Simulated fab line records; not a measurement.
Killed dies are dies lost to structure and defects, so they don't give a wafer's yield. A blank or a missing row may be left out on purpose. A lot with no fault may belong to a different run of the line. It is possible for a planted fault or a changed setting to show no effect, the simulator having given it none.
fab line records	flow sfq_line
record: lots: 5	wafers: 15	last_day: 77
route steps=325 shown M3@132 I3@133
lots untouched by any fault: they come from a run of this same line in which no faults occurred
start_h: the number of hours between the record's first day and the start of the first shown wafer of the lot	wait_h: hours from the lot's prior step to this one	" same as the row above	L1.1+2: several wafers, shown together as one row	- no value present, or no start provided	* or withheld: withheld	< > ~ a bound
route shown NAME@n: a module of which the file shows steps, and the number in the route of the first	usual: mean and standard deviation over wafers with no fault	same: alike in all rows	chamber/n: place in a boat	sites: the reading at each site	_std_site: the standard deviation of these	_edge_site: outer sites' mean less inner sites'	radius_mm: how far each site lies from the wafer's centre	mask NAME#n: copy n	behind: the most recent tool/chamber to have shaped the wafer	hold: reason for holding the lot/hours on hold/outcome of the hold	device: whichever transistor did not switch (one of n, p or np)	end of line: tests run on the same wafers once the route is complete	where a step has no rows: the recipe by itself	killed: at the first sort, the dies lost to defects and structure; wafer yield is something else	map: the dies of a wafer, with x for killed, . for not killed, _ for no die there
set.NAME: the setting the step ran with; set.NAME@STEP: the setting that earlier step ran with	model.NAME: the simulator's own value behind a step, which no gauge read
lots at selected steps of the route; one table per step, one row per wafer
services: a tool's chamber out of use, with start hour (start_h, from the record's first day; less than 0 if before it), hours out, and reason
== steps ==
step: SFQ_TRILAYER_M3_STRIP_SOLV_CLEAN_080
recipe: chemistry: NMP	temp_c: 70	time_s: 600
step: SFQ_TRILAYER_I3_DEP_PECVD_081
recipe: material: SiO2	temp_c: 150	time_s: 111.11	pressure_torr: 2.4	rf_w: 183.3	precursor: SiH4/N2O	target_thk_nm: 500
usual: heater_power_w: 79/15	rf_fwd_power_W: 182.1/0.62	throttle_valve_pct: 24.7/1.1
lot.wafer	tool	chamber	start_h	wait_h	heater_power_w	rf_fwd_power_W	throttle_valve_pct
L317.2	pecvd-03	1	663.50	0.0	91	181.7	23.9
L317.4	"	1	"	"	90	180.6	23.8
L317.5	"	2	"	"	83	182.8	24.4
L322.3	pecvd-03	0	694.63	0.0	85	181.9	25.5
L322.4	"	1	"	"	85	182.3	24.0
L322.5	"	2	"	"	88	183.7	24.4
L334.3	pecvd-02	0	783.90	0.0	62	182.0	24.2
L334.4	"	2	"	"	100	182.1	23.5
L334.6	"	0	"	"	67	182.2	24.0
L336.2	pecvd-03	2	792.56	0.0	82	182.8	24.5
L336.3	"	0	"	"	94	182.9	25.3
L336.6	"	1	"	"	73	181.3	23.9
L337.1	pecvd-02	0	798.30	0.0	70	181.3	24.2
L337.2	"	1	"	"	57	182.5	24.7
L337.3	"	2	"	"	100	181.7	23.3
step: SFQ_TRILAYER_I3_CMP_CMP_082
recipe: material: SiO2	down_force_psi: 3	platen_rpm: 60	pad_velocity_m_s: 0.94248
usual: motor_current_A: 10.0/0.85	time_to_endpoint_s: 215/9.4
lot.wafer	tool	chamber	start_h	wait_h	motor_current_A	time_to_endpoint_s
L317.2	cmp-02	3	677.40	13.9	11.6	223
L317.4	"	0	"	"	9.8	223
L317.5	"	1	"	"	8.7	215
L322.3	cmp-02	0	709.90	15.2	9.8	218
L322.4	"	2	710.90	16.2	10.7	227
L322.5	"	3	"	"	11.3	226
L334.3	cmp-01	1	829.90	46.0	8.9	196
L334.4	"	2	"	"	9.9	220
L334.6	"	3	"	"	9.4	196
L336.2	cmp-02	0	836.34	43.7	9.8	216
L336.3	"	1	"	"	9.2	204
L336.6	"	1	838.84	46.2	9.0	221
L337.2	cmp-02	2	839.34	41.0	10.4	221
L337.1	"	3	"	"	11.8	210
L337.3	"	1	840.84	42.5	8.3	206
step: SFQ_I3_BOW_MEAS_922
recipe: mode: bow
usual: I3_BOW: 2/9.1
lot.wafer	tool	chamber	start_h	wait_h	I3_BOW[um]
L317.2	film_metro-02	-	679.42	1.5	-6
L317.4	"	-	"	"	-12
L317.5	"	-	"	"	-5
L322.3	film_metro-03	-	712.44	2.0	-8
L322.4	"	-	"	"	-10
L322.5	"	-	"	"	1
L334.3	film_metro-03	-	831.94	1.5	12
L334.4	"	-	"	"	8
L334.6	"	-	"	"	11
L336.2	film_metro-03	-	839.36	2.5	12
L336.3	"	-	"	"	13
L336.6	"	-	"	"	6
L337.1	film_metro-03	-	842.34	2.0	8
L337.2	"	-	"	"	-11
L337.3	"	-	"	"	12
step: SFQ_TRILAYER_I3_METRO_MEASURE_083
usual: thk_nm: 200.3/1.3
lot.wafer	tool	chamber	start_h	wait_h	thk_nm
L317.2	film_metro-02	-	679.72	0.3	200.1
L317.4	"	-	"	"	201.2
L317.5	"	-	"	"	200.2
L322.3	film_metro-03	-	712.92	0.5	201.7
L322.4	"	-	"	"	202.6
L322.5	"	-	"	"	200.6
L334.3	film_metro-03	-	832.42	0.5	198.8
L334.4	"	-	"	"	201.7
L334.6	"	-	"	"	199.8
L336.2	film_metro-03	-	839.66	0.3	199.8
L336.3	"	-	"	"	198.9
L336.6	"	-	"	"	198.6
L337.1	film_metro-03	-	842.46	0.1	199.6
L337.2	"	-	"	"	201.7
L337.3	"	-	"	"	198.6
step: SFQ_TRILAYER_I3_VIA_LITHO_COAT_090
recipe: resist: BARC	spin_rpm: 3000	resist_thk_nm: 62
step: SFQ_TRILAYER_I3_VIA_LITHO_COAT_085
recipe: resist: KrF	spin_rpm: 3000	resist_thk_nm: 650
step: SFQ_TRILAYER_I3_VIA_LITHO_SOFTBAKE_089
recipe: temp_c: withheld	time_s: withheld	resist: KrF
step: SFQ_TRILAYER_I3_VIA_LITHO_EXPOSE_086
recipe: mask_id: I3	na: 0.6	source_shape: conventional	sigma_outer: 0.65	target_cd_nm: 500	dose_mj: 21.3
step: SFQ_TRILAYER_I3_VIA_LITHO_PEB_088
recipe: peb_temp_c: 115	peb_time_s: 60	resist: KrF
step: SFQ_TRILAYER_I3_VIA_LITHO_DEVELOP_087
recipe: time_s: 60	resist: KrF
step: SFQ_I3_OVL_MEAS_923
usual: I3_OVL: -4/5
lot.wafer	tool	chamber	start_h	wait_h	I3_OVL[nm]
L317.2	overlay-01	-	752.91	0.1	-6
L317.4	"	-	"	"	-4
L317.5	"	-	"	"	-9
L322.3	overlay-02	-	778.11	0.1	-11
L322.4	"	-	"	"	-8
L322.5	"	-	"	"	-18
L334.3	overlay-02	-	871.03	0.1	-4
L334.4	"	-	"	"	-4
L334.6	"	-	"	"	-7
L336.2	overlay-01	-	880.62	0.1	-12
L336.3	"	-	"	"	-11
L336.6	"	-	"	"	-12
L337.1	overlay-01	-	883.02	0.1	7
L337.2	"	-	"	"	-1
L337.3	"	-	"	"	1
step: SFQ_TRILAYER_I3_VIA_BARC_OPEN_VIA_ETCH_121
recipe: mask_material: PR	chemistry: O2	target_depth_nm: 125	target: BARC	source_w: 500	bias_w: 80	pressure_mtorr: 30	time_s: 41.7
usual: drypump_motor_current_A: 5.84/0.28	oes_product_au: 0.685/0.0051	rf_fwd_power_W: 494.2/2.2
lot.wafer	tool	chamber	start_h	wait_h	drypump_motor_current_A	oes_product_au	rf_fwd_power_W	rf_hours_counter_h	model.KrF_of_TRILAYER_I3_VIA_LITHO_COAT_085.thk_nm
L317.2	rie_diel-04	2	752.94	0.0	5.87	0.688	495.5	17	575.1
L317.4	"	0	"	"	5.71	0.680	493.0	3	574.8
L317.5	"	2	"	"	5.86	0.681	493.5	-	576.5
L322.3	rie_diel-03	3	778.14	0.0	5.25	0.678	497.4	6	579.9
L322.4	"	0	"	"	5.99	0.693	491.7	8	572
L322.5	"	1	"	"	6.10	0.677	496.1	-	580.5
L334.3	rie_diel-04	3	871.05	0.0	5.83	0.674	495.0	7	569.4
L334.4	"	1	"	"	5.77	0.680	492.6	7	571
L334.6	"	3	"	"	5.82	0.690	494.8	-	570.6
L336.2	rie_diel-03	0	880.65	0.0	6.00	0.673	491.5	9	572.6
L336.3	"	3	"	"	5.24	0.679	493.8	8	573.9
L336.6	"	3	"	"	5.24	0.684	495.4	-	575.5
L337.1	rie_diel-02	1	883.05	0.0	6.09	0.690	497.0	13	576
L337.2	"	2	"	"	6.15	0.695	491.1	11	572.6
L337.3	"	0	"	"	6.01	0.692	491.5	1	573.3
step: SFQ_TRILAYER_I3_VIA_ETCH_VIA_ETCH_088
recipe: target: SiO2	stop_on: Nb	mask_material: PR	taper_deg: 20	chemistry: CHF3	target_depth_nm: 260	source_w: 500	bias_w: 80	pressure_mtorr: 30	time_s: withheld
usual: drypump_motor_current_A: 5.84/0.28	oes_product_au: 0.855/0.0053	rf_fwd_power_W: 497.9/1.8
lot.wafer	tool	chamber	start_h	wait_h	drypump_motor_current_A	oes_product_au	rf_fwd_power_W	model.KrF_of_TRILAYER_I3_VIA_LITHO_COAT_085.thk_nm
L317.2	rie_diel-04	2	752.98	0.0	5.85	0.856	496.6	529.4
L317.4	"	0	"	"	5.73	0.855	495.7	529
L317.5	"	2	"	"	5.85	0.852	497.4	531
L322.3	rie_diel-03	3	778.18	0.0	5.23	0.860	498.4	536.4
L322.4	"	0	"	"	5.98	0.859	495.9	525.7
L322.5	"	1	"	"	6.09	0.852	497.8	536.4
L334.3	rie_diel-04	3	871.09	0.0	5.83	0.855	499.2	523.9
L334.4	"	1	"	"	5.79	0.866	497.6	526.9
L334.6	"	3	"	"	5.83	0.860	498.6	525.6
L336.2	rie_diel-03	0	880.69	0.0	5.97	0.855	496.7	525.6
L336.3	"	3	"	"	5.24	0.852	497.4	529.1
L336.6	"	3	"	"	5.23	0.845	495.9	531.1
L337.1	rie_diel-02	1	883.09	0.0	6.09	0.850	501.3	533
L337.2	"	2	"	"	6.14	0.858	496.0	527.2
L337.3	"	0	"	"	5.99	0.856	495.9	528
step: SFQ_TRILAYER_I3_VIA_STRIP_STRIP_089
recipe: gas: O2	power_w: 200	platen_temp_c: 40	overash_fraction: 0.65	chemistry: O2	pressure_mtorr: 50
usual: drypump_motor_current_A: 5.5/0.39	oes_product_au: 1.010/0.012
same: overash_fraction: 0.65
lot.wafer	tool	chamber	start_h	wait_h	drypump_motor_current_A	oes_product_au	rf_hours_counter_h
L317.2	rie_metal-04	0	753.09	-	6.0	0.997	41
L317.4	"	0	"	"	6.0	1.002	-
L317.5	"	1	"	"	5.8	1.011	-
L322.3	rie_metal-04	0	778.49	-	6.0	0.995	-
L322.4	"	1	"	"	5.8	1.011	-
L322.5	"	0	"	"	6.0	1.000	-
L334.3	rie_metal-03	1	871.41	-	5.3	1.011	-
L334.4	"	0	"	"	5.1	1.022	-
L334.6	"	0	"	"	5.1	1.019	-
L336.2	rie_metal-01	1	880.81	-	5.8	1.001	133
L336.3	"	0	"	"	5.0	1.009	-
L336.6	"	0	"	"	5.0	1.003	-
L337.1	rie_metal-01	0	883.21	-	5.0	1.011	148
L337.2	"	1	"	"	5.8	1.000	133
L337.3	"	0	"	"	5.0	1.002	-
== services ==
tool	chamber	start_h	hours	kind
pecvd-03	-	645.66	5.5	pm
rie_metal-01	1	646.93	4.7	repair
rie_metal-04	0	647.77	1.8	repair
rie_diel-02	0	660.54	5.4	repair
rie_diel-04	0	672.18	18.7	repair
rie_diel-03	-	678.38	0.4	repair
film_metro-03	-	696.65	0.5	pm
cmp-02	-	714.28	0.7	repair
pecvd-02	2	724.38	23.2	repair
rie_diel-02	1	725.98	27.8	repair
rie_diel-03	0	734.08	5.2	repair
rie_metal-04	0	744.87	3.7	repair
pecvd-03	-	755.56	2.8	pm
pecvd-02	-	759.76	6.0	pm
cmp-02	-	775.40	3.7	pm
rie_diel-02	3	790.22	8.7	repair
film_metro-03	-	797.91	0.1	pm
cmp-02	-	809.15	6.2	pm
pecvd-03	2	809.44	5.0	repair
pecvd-02	-	817.98	0.6	repair
pecvd-03	0	819.18	5.1	repair
rie_diel-04	0	820.00	5.7	repair
pecvd-03	-	841.93	0.8	repair
film_metro-03	-	858.37	3.0	pm
== key ==
first_sign none at tools or gauges
model_effect: step: SFQ_TRILAYER_I3_VIA_BARC_OPEN_VIA_ETCH_121	value: KrF_of_TRILAYER_I3_VIA_LITHO_COAT_085.thk_nm	without: 573.2	struck: 580.2
model_effect: step: SFQ_TRILAYER_I3_VIA_ETCH_VIA_ETCH_088	value: KrF_of_TRILAYER_I3_VIA_LITHO_COAT_085.thk_nm	without: 529.4	struck: 536.4
met_at SFQ_TRILAYER_I3_VIA_BARC_OPEN_VIA_ETCH_121
struck_wafers L322.3,L322.5
fault: kind: process_parameter_drift	tool: rie_diel-03	chamber: -	onset_h: 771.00	steps: SFQ_TRILAYER_I3_VIA_BARC_OPEN_VIA_ETCH_121	channel: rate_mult	offset: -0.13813	shape: step	end_h: 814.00	scope: struck_wafers_only
